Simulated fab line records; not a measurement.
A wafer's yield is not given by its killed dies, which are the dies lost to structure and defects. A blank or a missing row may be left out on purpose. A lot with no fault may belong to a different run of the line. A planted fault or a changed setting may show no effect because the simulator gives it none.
fab line records	flow sfqLine
[record] lots = 5	wafers = 15	lastDay = 83
route steps=325 shown M7@285 I7@296
lots that met no fault: from a run of the same line without faults
startH: start of the lot's first displayed wafer, in hours after the record's first day	waitH: hours since the lot's step before	" as in the row above	L1.1+2: several wafers, shown together as one row	- either no value or no given start	* or withheld: withheld	< > ~ a bound
route shown NAME@n: NAME is a module with steps in the file, n the number in the route of the first one	usual: average and standard deviation across the fault-free wafers	same: alike in all rows	chamber/n: place in a boat	sites: each site's reading	_std_site: the values' standard deviation	_edge_site: mean of outer sites minus mean of inner sites	radiusMm: how far each site lies from the wafer's centre	mask NAME#n: copy n	behind: the tool/chamber that last shaped the wafer	hold: why the lot was held/for how many hours/how that ended	device: transistor that didn't switch, given as n, p or np	end of line: the tests these same wafers got at the end of their route	step lacking rows: just its recipe	killed: not the wafer's yield, but the dies lost to structure and defects at the first sort	map: a wafer's dies, x killed, . not, _ none there
set.NAME: the setting as run; set.NAME@STEP: as run at that earlier step	model.NAME: the simulator's own value behind a step, which no gauge read
lots at selected steps of the route; one table per step, one row per wafer
services: the hour from which a tool's chamber was out of use, counted from the record's first day as startH (under 0 if before that day), plus the number of hours and why
[[steps]]
[step SFQ_TRILAYER_M7_LITHO_COAT_182]
[recipe] resist = BARC	spinRpm = 3000	resistThkNm = 62
[step SFQ_TRILAYER_M7_LITHO_COAT_177]
[recipe] resist = KrF	spinRpm = 3000	resistThkNm = 600
[step SFQ_TRILAYER_M7_LITHO_SOFTBAKE_181]
[recipe] tempC = withheld	timeS = withheld	resist = KrF
[step SFQ_TRILAYER_M7_LITHO_EXPOSE_178]
[recipe] maskId = M7	na = 0.6	sourceShape = conventional	sigmaOuter = 0.65	targetCdNm = 500	doseMj = 14.4
[step SFQ_TRILAYER_M7_LITHO_PEB_180]
[recipe] pebTempC = 115	pebTimeS = 60	resist = KrF
[step SFQ_TRILAYER_M7_LITHO_DEVELOP_179]
[recipe] timeS = 60	resist = KrF
[step SFQ_M7_OVL_MEAS_945]
[usual] M7_OVL = 2/5.1
lot.wafer	tool	chamber	startH	waitH	M7_OVL[nm]
L648.2	overlay-02	-	1648.98	0.1	0
L648.3	"	-	"	"	-4
L648.6	"	-	"	"	-3
L651.2	overlay-02	-	1676.55	0.1	-4
L651.4	"	-	"	"	-1
L651.6	"	-	"	"	-3
L653.2	overlay-01	-	1729.24	0.1	-2
L653.3	"	-	"	"	-4
L653.4	"	-	"	"	3
L663.1	overlay-02	-	1862.98	0.1	3
L663.4	"	-	"	"	1
L663.6	"	-	"	"	3
L668.3	overlay-02	-	1899.48	0.1	10
L668.4	"	-	"	"	2
L668.5	"	-	"	"	5
[step SFQ_TRILAYER_M7_BARC_OPEN_METAL_ETCH_229]
[recipe] maskMaterial = PR	chemistry = O2	targetDepthNm = 125	target = BARC	icpW = 600	biasW = 80	pressureMtorr = 10	timeS = 41.7
[usual] biasW = 79.97/0.25	chamberPressureMTorr = 10.000/0.0081	drypumpMotorCurrentA = 5.9/0.53	oesProductAu = 0.685/0.0048
lot.wafer	tool	chamber	startH	waitH	biasW	chamberPressureMTorr	drypumpMotorCurrentA	oesProductAu	rfHoursCounterH
L648.2	rieMetal-04	1	1649.01	0.0	79.49	9.999	5.3	0.676	68
L648.3	"	0	"	"	80.48	10.006	6.2	0.685	-
L648.6	"	0	"	"	80.17	9.988	6.2	0.688	-
L651.2	rieMetal-02	1	1676.58	0.0	80.12	9.997	6.0	0.678	71
L651.4	"	1	"	"	80.39	10.002	5.9	0.692	-
L651.6	"	0	"	"	80.52	10.009	6.6	0.683	-
L653.2	rieMetal-03	0	1729.27	0.0	79.72	9.991	6.0	0.687	89
L653.3	"	0	"	"	79.59	9.991	6.0	0.681	-
L653.4	"	1	"	"	80.26	10.006	5.0	0.678	-
L663.1	rieMetal-02	0	1863.02	0.0	80.11	9.992	6.6	0.682	48
L663.4	"	1	"	"	79.81	10.007	5.9	0.690	-
L663.6	"	1	"	"	80.04	10.011	5.9	0.684	-
L668.3	rieMetal-02	1	1899.52	0.0	79.86	10.003	5.9	0.683	-
L668.4	"	0	"	"	79.62	9.996	6.6	0.684	-
L668.5	"	0	"	"	80.17	9.993	6.6	0.677	-
[step SFQ_TRILAYER_M7_ETCH_METAL_ETCH_180]
[recipe] target = Nb	stopOn = SiO2	maskMaterial = PR	chemistry = Cl2/Ar	targetDepthNm = 240	icpW = 600	biasW = 80	pressureMtorr = 10	timeS = 120
[usual] biasW = 80.00/0.24	chamberPressureMTorr = 10.000/0.0088	drypumpMotorCurrentA = 5.9/0.53	oesProductAu = 0.896/0.0064
lot.wafer	tool	chamber	startH	waitH	biasW	chamberPressureMTorr	drypumpMotorCurrentA	oesProductAu	rfHoursCounterH
L648.2	rieMetal-04	1	1649.07	0.0	80.41	10.010	5.3	0.890	68
L648.3	"	0	"	"	79.73	9.990	6.2	0.893	-
L648.6	"	0	"	"	79.87	10.013	6.2	0.901	-
L651.2	rieMetal-02	1	1676.64	0.0	80.33	9.995	5.9	0.886	71
L651.4	"	1	"	"	80.25	10.004	5.9	0.890	-
L651.6	"	0	"	"	79.92	10.002	6.6	0.896	-
L653.2	rieMetal-03	0	1729.33	0.0	80.30	9.990	6.0	0.895	89
L653.3	"	0	"	"	79.69	10.007	5.9	0.904	-
L653.4	"	1	"	"	79.74	10.015	5.0	0.902	-
L663.1	rieMetal-02	0	1863.08	0.0	79.89	10.006	6.6	0.893	48
L663.4	"	1	"	"	80.03	10.005	5.9	0.891	-
L663.6	"	1	"	"	80.28	10.008	5.9	0.893	-
L668.3	rieMetal-02	1	1899.60	0.1	79.95	10.001	5.9	0.893	-
L668.4	"	0	"	"	79.58	10.008	6.6	0.894	-
L668.5	"	0	"	"	80.10	10.004	6.6	0.901	-
[step SFQ_TRILAYER_M7_STRIP_STRIP_181]
[recipe] gas = O2	powerW = 200	platenTempC = 40	overashFraction = 0.65	chemistry = O2	pressureMtorr = 50
[usual] chamberPressureMTorr = 50.00/0.047	drypumpMotorCurrentA = 5.9/0.53	oesProductAu = 0.998/0.0097
lot.wafer	tool	chamber	startH	waitH	chamberPressureMTorr	drypumpMotorCurrentA	oesProductAu	rfHoursCounterH
L648.2	rieMetal-04	1	1649.19	0.1	50.00	5.3	1.016	68
L648.3	"	0	"	"	49.94	6.2	0.995	-
L648.6	"	0	"	"	49.96	6.2	0.998	-
L651.2	rieMetal-02	1	1676.77	0.1	49.98	6.0	0.989	71
L651.4	"	1	"	"	50.02	6.0	0.992	-
L651.6	"	0	"	"	49.94	6.6	0.994	-
L653.2	rieMetal-03	0	1729.46	0.1	50.08	6.0	1.017	89
L653.3	"	0	"	"	49.96	6.0	1.011	-
L653.4	"	1	"	"	49.96	5.0	1.002	-
L663.1	rieMetal-02	0	1863.20	0.1	49.99	6.6	0.986	48
L663.4	"	1	"	"	50.01	5.9	0.984	-
L663.6	"	1	"	"	50.09	5.9	0.986	-
L668.3	rieMetal-02	1	1899.89	0.2	50.01	6.0	0.990	-
L668.4	"	0	"	"	50.00	6.6	0.989	-
L668.5	"	0	"	"	49.93	6.6	0.988	-
[step SFQ_TRILAYER_M7_STRIP_SOLV_CLEAN_182]
[recipe] chemistry = NMP	tempC = 70	timeS = 600
[step SFQ_TRILAYER_I7_DEP_PECVD_183]
[recipe] material = SiO2	tempC = 150	timeS = 111.11	pressureTorr = 2.4	rfW = 183.3	precursor = SiH4/N2O	targetThkNm = 500
[step SFQ_TRILAYER_I7_CMP_CMP_184]
[recipe] material = SiO2	downForcePsi = 3	platenRpm = 60	padVelocityMS = 0.94248
[usual] motorCurrentA = 10.6/0.57	timeToEndpointS = 213/5.9
lot.wafer	tool	chamber	startH	waitH	motorCurrentA	timeToEndpointS	model.SiO2_of_TRILAYER_I7_DEP_PECVD_183.thkNm
L648.3	cmp-02	1	1665.40	15.4	10.4	220	201.4
L648.2	"	3	1666.40	16.4	10.9	212	199.8
L648.6	"	1	1667.40	17.4	10.2	222	201.7
L651.4	cmp-01	2	1683.45	5.8	10.9	211	200.9
L651.2	"	1	1684.95	7.4	10.4	208	200.5
L651.6	"	3	1685.95	8.3	11.1	215	200.7
L653.3	cmp-01	0	1732.05	1.8	11.4	199	219.8
L653.2	"	1	"	"	10.8	207	200.4
L653.4	"	2	"	"	10.2	216	201
L663.1	cmp-01	0	1864.06	0.0	11.2	214	199.6
L663.4	"	2	1865.06	1.0	10.3	213	200
L663.6	"	0	1866.06	2.0	10.7	214	199.5
L668.3	cmp-02	0	1900.54	0.0	9.7	207	199.6
L668.4	"	2	1901.54	1.0	11.7	223	201.7
L668.5	"	1	1903.04	2.5	9.9	220	200.7
[step SFQ_I7_BOW_MEAS_946]
[recipe] mode = bow
[usual] I7_BOW = 6/10
lot.wafer	tool	chamber	startH	waitH	I7_BOW[um]
L648.2	filmMetro-02	-	1667.92	1.0	9
L648.3	"	-	"	"	3
L648.6	"	-	"	"	-5
L651.2	filmMetro-02	-	1686.47	1.0	-3
L651.4	"	-	"	"	-7
L651.6	"	-	"	"	11
L653.2	filmMetro-02	-	1734.57	1.5	8
L653.3	"	-	"	"	1
L653.4	"	-	"	"	-5
L663.1	filmMetro-01	-	1867.06	2.5	32
L663.4	"	-	"	"	18
L663.6	"	-	"	"	24
L668.3	filmMetro-03	-	1903.58	2.5	8
L668.4	"	-	"	"	-8
L668.5	"	-	"	"	1
[step SFQ_TRILAYER_I7_METRO_MEASURE_185]
[usual] thkNm = 199.9/0.87
lot.wafer	tool	chamber	startH	waitH	thkNm
L648.2	filmMetro-02	-	1668.22	0.3	199.7
L648.3	"	-	"	"	201.2
L648.6	"	-	"	"	201.7
L651.2	filmMetro-02	-	1686.77	0.3	200.5
L651.4	"	-	"	"	201.0
L651.6	"	-	"	"	200.8
L653.2	filmMetro-02	-	1734.87	0.3	200.4
L653.3	"	-	"	"	219.7
L653.4	"	-	"	"	201.0
L663.1	filmMetro-01	-	1867.18	0.1	199.5
L663.4	"	-	"	"	199.8
L663.6	"	-	"	"	199.5
L668.3	filmMetro-03	-	1904.06	0.5	199.5
L668.4	"	-	"	"	201.6
L668.5	"	-	"	"	200.5
[step SFQ_TRILAYER_I7_VIA_LITHO_COAT_192]
[recipe] resist = BARC	spinRpm = 3000	resistThkNm = 62
[step SFQ_TRILAYER_I7_VIA_LITHO_COAT_187]
[recipe] resist = KrF	spinRpm = 3000	resistThkNm = 650
[step SFQ_TRILAYER_I7_VIA_LITHO_SOFTBAKE_191]
[recipe] tempC = withheld	timeS = withheld	resist = KrF
[step SFQ_TRILAYER_I7_VIA_LITHO_EXPOSE_188]
[recipe] maskId = I7	na = 0.6	sourceShape = conventional	sigmaOuter = 0.65	targetCdNm = 1000	doseMj = 21.3
[step SFQ_TRILAYER_I7_VIA_LITHO_PEB_190]
[recipe] pebTempC = 115	pebTimeS = 60	resist = KrF
[step SFQ_TRILAYER_I7_VIA_LITHO_DEVELOP_189]
[recipe] timeS = 60	resist = KrF
[step SFQ_I7_OVL_MEAS_947]
[usual] I7_OVL = 3/6.2
lot.wafer	tool	chamber	startH	waitH	I7_OVL[nm]
L648.2	overlay-01	-	1688.35	0.1	8
L648.3	"	-	"	"	1
L648.6	"	-	"	"	13
L651.2	overlay-02	-	1703.95	0.1	1
L651.4	"	-	"	"	-4
L651.6	"	-	"	"	-3
L653.2	overlay-02	-	1738.14	0.1	-1
L653.3	"	-	"	"	6
L653.4	"	-	"	"	2
L663.1	overlay-01	-	1870.75	0.1	-4
L663.4	"	-	"	"	-7
L663.6	"	-	"	"	-2
L668.3	overlay-02	-	1912.68	0.1	8
L668.4	"	-	"	"	1
L668.5	"	-	"	"	6
[step SFQ_TRILAYER_I7_VIA_BARC_OPEN_VIA_ETCH_260]
[recipe] maskMaterial = PR	chemistry = O2	targetDepthNm = 125	target = BARC	sourceW = 500	biasW = 80	pressureMtorr = 30	timeS = 41.7
[usual] biasW = 79.98/0.25	chamberPressureMTorr = 30.003/0.027	drypumpMotorCurrentA = 5.6/0.46	oesProductAu = 0.685/0.0048
lot.wafer	tool	chamber	startH	waitH	biasW	chamberPressureMTorr	drypumpMotorCurrentA	oesProductAu	rfHoursCounterH
L648.2	rieDiel-02	0	1688.38	0.0	80.05	30.021	6.4	0.688	13
L648.3	"	1	"	"	80.23	30.028	5.1	0.679	20
L648.6	"	0	"	"	79.79	29.959	6.3	0.692	-
L651.2	rieDiel-03	1	1703.98	0.0	79.74	30.058	5.6	0.681	14
L651.4	"	3	"	"	79.69	30.044	5.8	0.682	6
L651.6	"	3	"	"	79.62	30.041	5.7	0.680	-
L653.2	rieDiel-02	1	1738.17	0.0	79.47	30.012	5.1	0.682	0
L653.3	"	2	"	"	80.15	29.994	5.6	0.682	6
L653.4	"	0	"	"	79.86	30.015	6.4	0.684	-
L663.1	rieDiel-04	1	1870.79	0.0	80.16	29.965	4.8	0.683	5
L663.4	"	0	"	"	80.12	29.975	6.1	0.686	13
L663.6	"	1	"	"	80.34	30.026	4.8	0.678	-
L668.3	rieDiel-04	2	1912.70	0.0	79.60	30.036	5.6	0.678	6
L668.4	"	3	"	"	79.86	30.048	5.5	0.682	10
L668.5	"	1	"	"	79.67	29.996	4.8	0.682	-
[step SFQ_TRILAYER_I7_VIA_ETCH_VIA_ETCH_190]
[recipe] target = SiO2	stopOn = Nb	maskMaterial = PR	taperDeg = 20	chemistry = CHF3	targetDepthNm = 260	sourceW = 500	biasW = 80	pressureMtorr = 30	timeS = withheld
[usual] biasW = 79.96/0.24	chamberPressureMTorr = 30.002/0.029	drypumpMotorCurrentA = 5.6/0.45	oesProductAu = 0.854/0.0049
lot.wafer	tool	chamber	startH	waitH	biasW	chamberPressureMTorr	drypumpMotorCurrentA	oesProductAu	model.etch.depthNm	model.I7.featureDepthNm
L648.2	rieDiel-02	0	1688.42	0.0	80.09	30.016	6.3	0.852	199.8	199.8
L648.3	"	1	"	"	80.18	30.001	5.1	0.856	201.4	201.4
L648.6	"	0	"	"	80.04	30.022	6.3	0.862	201.7	201.7
L651.2	rieDiel-03	1	1704.02	0.0	79.70	29.981	5.6	0.861	200.5	200.5
L651.4	"	3	"	"	79.67	30.011	5.8	0.858	200.9	200.9
L651.6	"	3	"	"	79.85	29.984	5.7	0.865	200.7	200.7
L653.2	rieDiel-02	1	1738.21	0.0	80.15	30.004	5.1	0.858	200.4	200.4
L653.3	"	2	"	"	80.45	29.998	5.6	0.900	219.8	219.8
L653.4	"	0	"	"	80.05	30.015	6.4	0.850	201	201
L663.1	rieDiel-04	1	1870.83	0.0	79.44	30.074	4.8	0.855	199.6	199.6
L663.4	"	0	"	"	79.49	29.956	6.2	0.860	200	200
L663.6	"	1	"	"	79.67	30.044	4.8	0.847	199.5	199.5
L668.3	rieDiel-04	2	1912.74	0.0	79.92	29.956	5.6	0.857	199.6	199.6
L668.4	"	3	"	"	80.24	29.979	5.6	0.858	201.7	201.7
L668.5	"	1	"	"	80.01	30.049	4.8	0.859	200.7	200.7
[step SFQ_TRILAYER_I7_VIA_STRIP_STRIP_191]
[recipe] gas = O2	powerW = 200	platenTempC = 40	overashFraction = 0.65	chemistry = O2	pressureMtorr = 50
[usual] chamberPressureMTorr = 50.00/0.043	drypumpMotorCurrentA = 5.7/0.51	oesProductAu = 0.997/0.0082
lot.wafer	tool	chamber	startH	waitH	chamberPressureMTorr	drypumpMotorCurrentA	oesProductAu	rfHoursCounterH
L648.2	rieMetal-02	0	1688.74	-	50.00	6.6	0.982	-
L648.3	"	0	"	"	50.05	6.6	0.977	-
L648.6	"	0	"	"	50.02	6.6	0.985	-
L651.2	rieMetal-01	0	1704.14	-	49.96	5.3	1.000	118
L651.4	"	0	"	"	50.05	5.3	1.006	-
L651.6	"	1	"	"	49.94	5.7	0.996	-
L653.2	rieMetal-03	0	1738.32	-	49.94	6.0	0.999	90
L653.3	"	1	"	"	49.97	5.0	0.998	-
L653.4	"	0	"	"	50.05	6.0	0.989	-
L663.1	rieMetal-02	0	1870.94	-	50.03	6.6	0.992	49
L663.4	"	1	"	"	49.93	5.9	0.989	-
L663.6	"	0	"	"	50.04	6.6	0.993	-
L668.3	rieMetal-02	1	1913.06	-	49.96	5.9	0.990	-
L668.4	"	0	"	"	49.94	6.6	0.980	-
L668.5	"	1	"	"	50.05	6.0	0.995	-
[[services]]
tool	chamber	startH	hours	kind
rieDiel-02	-	1637.06	2.8	pm
cmp-01	-	1640.27	6.0	pm
cmp-01	-	1646.25	16.2	pm
filmMetro-02	-	1651.43	0.2	pm
filmMetro-02	-	1654.10	0.3	pm
rieDiel-02	3	1659.84	3.4	repair
rieDiel-04	3	1673.78	20.3	repair
rieMetal-02	1	1685.65	4.7	repair
rieDiel-04	2	1692.74	8.1	repair
rieDiel-02	3	1716.63	39.4	repair
filmMetro-02	-	1750.67	1.6	pm
rieMetal-04	-	1761.46	1.6	repair
filmMetro-02	-	1788.86	0.7	pm
cmp-01	-	1798.24	5.5	repair
cmp-01	-	1799.75	1.4	repair
rieDiel-04	0	1802.91	2.8	repair
rieDiel-02	-	1810.16	0.1	repair
rieMetal-04	1	1828.89	28.8	repair
cmp-01	-	1829.00	1.2	repair
rieDiel-02	1	1835.50	2.8	repair
rieDiel-04	0	1840.31	13.9	repair
rieDiel-04	0	1856.10	8.6	repair
rieDiel-02	3	1860.08	5.5	repair
filmMetro-02	-	1896.43	2.6	pm
[[key]]
[firstSign] step = SFQ_TRILAYER_I7_METRO_MEASURE_185	reading = thkNm	direction = up	sigmas = 23	usual = 199.9	struck = 219.7
[effect] step = SFQ_TRILAYER_I7_VIA_ETCH_VIA_ETCH_190	reading = oesProductAu	direction = up	sigmas = 9.4	usual = 0.854	struck = 0.900
[modelEffect] step = SFQ_TRILAYER_I7_CMP_CMP_184	value = SiO2_of_TRILAYER_I7_DEP_PECVD_183.thkNm	without = 199.8	struck = 219.8
[modelEffect] step = SFQ_TRILAYER_I7_VIA_ETCH_VIA_ETCH_190	value = etch.depthNm	without = 199.8	struck = 219.8
metAt SFQ_TRILAYER_I7_CMP_CMP_184
struckWafers L653.3
[fault] kind = processParameterDrift	tool = cmp-01	chamber = 0	onsetH = 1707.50	steps = SFQ_TRILAYER_I7_CMP_CMP_184	channel = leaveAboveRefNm	offset = 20	shape = step	endH = 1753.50	actsIn = theseRecipesOnly	stated = 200
